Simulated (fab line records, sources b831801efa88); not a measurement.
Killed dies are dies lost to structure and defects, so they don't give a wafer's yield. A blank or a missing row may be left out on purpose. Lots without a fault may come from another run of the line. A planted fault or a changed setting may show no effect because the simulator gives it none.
Which tool did it? | flow gf180mcu | 7 lots, 21 wafers sampled, at 2 steps of a route of 602

WHAT THE GAUGES READ, wafer by wafer
GF_CONTACT_RS_MEAS_25: measures by four-point-probe.
lot  | measured     | on            | CONTACT_W_RS (ohm/sq)
L490 | day 16 16:31 | film_metro-02 | 0.385 0.385 0.385
L493 | day 18 08:34 | film_metro-02 | 0.381 0.386 0.376
L495 | day 19 00:18 | film_metro-02 | 0.372 0.376 0.370
L496 | day 19 22:35 | film_metro-02 | 0.390 0.386 0.352
L506 | day 22 20:58 | film_metro-03 | 0.387 0.389 0.376
L509 | day 23 18:46 | film_metro-02 | 0.378 0.379 0.380
L511 | day 24 18:57 | film_metro-04 | 0.384 0.383 0.386

WHICH TOOL RAN EACH LOT (tool, then ch and the chambers of the sampled wafers, then the start)
lot  | GF_CONTACT_CVD_24
L490 | cvd_w-01 ch 0,1, day 16 16:25
L493 | cvd_w-01 ch 0,1, day 18 08:28
L495 | cvd_w-02 ch 0, day 19 00:12
L496 | cvd_w-01 ch 0,1, day 19 22:28
L506 | cvd_w-01 ch 0,1, day 22 20:52
L509 | cvd_w-02 ch 0,1, day 23 18:40
L511 | cvd_w-02 ch 0,1, day 24 18:51
- GF_CONTACT_CVD_24: deposits W, target thk 300 nm, time 90.339 s.

THE ANSWER, worked out from the rows above alone
Rule: what is usual is taken from the lots themselves. Put in order of their means at a reading, lots are off if they are a third of the lots or fewer, leave a main group of 4 or more, and stand apart from it by a gap of 3 or more times the standard deviation of the main group's means; of several such gaps the widest counts. A main group whose means are all the same, to the digits that the tables above print for the reading, isn't used. A lot without any number at a reading at which 4 lots or more have one is off too. The other lots that the step has rows for count as sound.
No lot is off at any reading shown: from this, nothing can be told.

WHAT THE SIMULATOR HAD PUT IN
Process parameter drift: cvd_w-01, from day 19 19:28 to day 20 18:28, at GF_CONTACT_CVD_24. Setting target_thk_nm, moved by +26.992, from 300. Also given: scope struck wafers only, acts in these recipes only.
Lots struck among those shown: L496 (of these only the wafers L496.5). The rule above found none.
